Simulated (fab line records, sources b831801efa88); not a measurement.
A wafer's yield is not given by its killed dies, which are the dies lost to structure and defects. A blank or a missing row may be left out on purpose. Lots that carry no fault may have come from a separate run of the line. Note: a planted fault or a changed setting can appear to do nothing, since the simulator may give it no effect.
Which of the tools did it? / flow gf180mcu / at 1 step of a route of 602, 13 lots with 39 wafers sampled

== WHAT THE GAUGES READ, wafer by wafer ==
GF_V2_THK_MEAS_03.
lot=L711; measured=day 18 19:58; on=film-metro-02; V2_CVD_02_THK (nm)=838 865 848
lot=L714; measured=day 20 09:36; on=film-metro-03; V2_CVD_02_THK (nm)=840 854 852
lot=L716; measured=day 21 01:08; on=film-metro-03; V2_CVD_02_THK (nm)=836 855 861
lot=L717; measured=day 21 19:25; on=film-metro-03; V2_CVD_02_THK (nm)=838 845 851
lot=L718; measured=day 22 00:23; on=film-metro-02; V2_CVD_02_THK (nm)=841 845 839
lot=L719; measured=day 22 01:31; on=film-metro-04; V2_CVD_02_THK (nm)=845 852 866
lot=L721; measured=day 22 12:33; on=film-metro-03; V2_CVD_02_THK (nm)=837 827 844
lot=L722; measured=day 22 23:49; on=film-metro-02; V2_CVD_02_THK (nm)=850 842 856
lot=L723; measured=day 23 19:28; on=film-metro-02; V2_CVD_02_THK (nm)=840 843 856
lot=L725; measured=day 24 07:14; on=film-metro-04; V2_CVD_02_THK (nm)=832 822 820
lot=L726; measured=day 24 12:14; on=film-metro-03; V2_CVD_02_THK (nm)=870 872 867
lot=L732; measured=day 26 09:32; on=film-metro-03; V2_CVD_02_THK (nm)=845 827 850
lot=L733; measured=day 26 20:39; on=film-metro-04; V2_CVD_02_THK (nm)=834 843 859

== WHICH TOOL RAN EACH LOT (tool, then ch and the chambers of the sampled wafers, then the start) ==
No process step before these readings appears in the record.

== WHAT THE TOOLS THEMSELVES READ (means of the sampled wafers that have a number; where no wafer has one, the mark that the record gives instead) ==
The record holds no such reading with a usual standard deviation.

== THE ANSWER, worked out from the rows above alone ==
Rule: usual is defined by the lots themselves. The widest of any qualifying gaps counts: lots, ordered by their means at a reading, are off when they make up no more than a third of the lots, leave a main group of 4 or more, and stand apart from it by 3 or more times the standard deviation of that group's means. If all means in a main group match to the digits the tables above print for the reading, that group is not used. Also off: a lot with no number at a reading for which 4 or more lots have one. All remaining lots with rows at the step are treated as sound. Order of review: gauges by route order, followed by the tools' own readings, for which a lot's mean as printed above is used. The first step at which some lot is off is used, and at that step the reading that is off furthest; a lot without a number counts as furthest.
Nothing can be told from this: no lot is off at any reading shown.

== WHAT WAS PUT IN BY THE SIMULATOR ==
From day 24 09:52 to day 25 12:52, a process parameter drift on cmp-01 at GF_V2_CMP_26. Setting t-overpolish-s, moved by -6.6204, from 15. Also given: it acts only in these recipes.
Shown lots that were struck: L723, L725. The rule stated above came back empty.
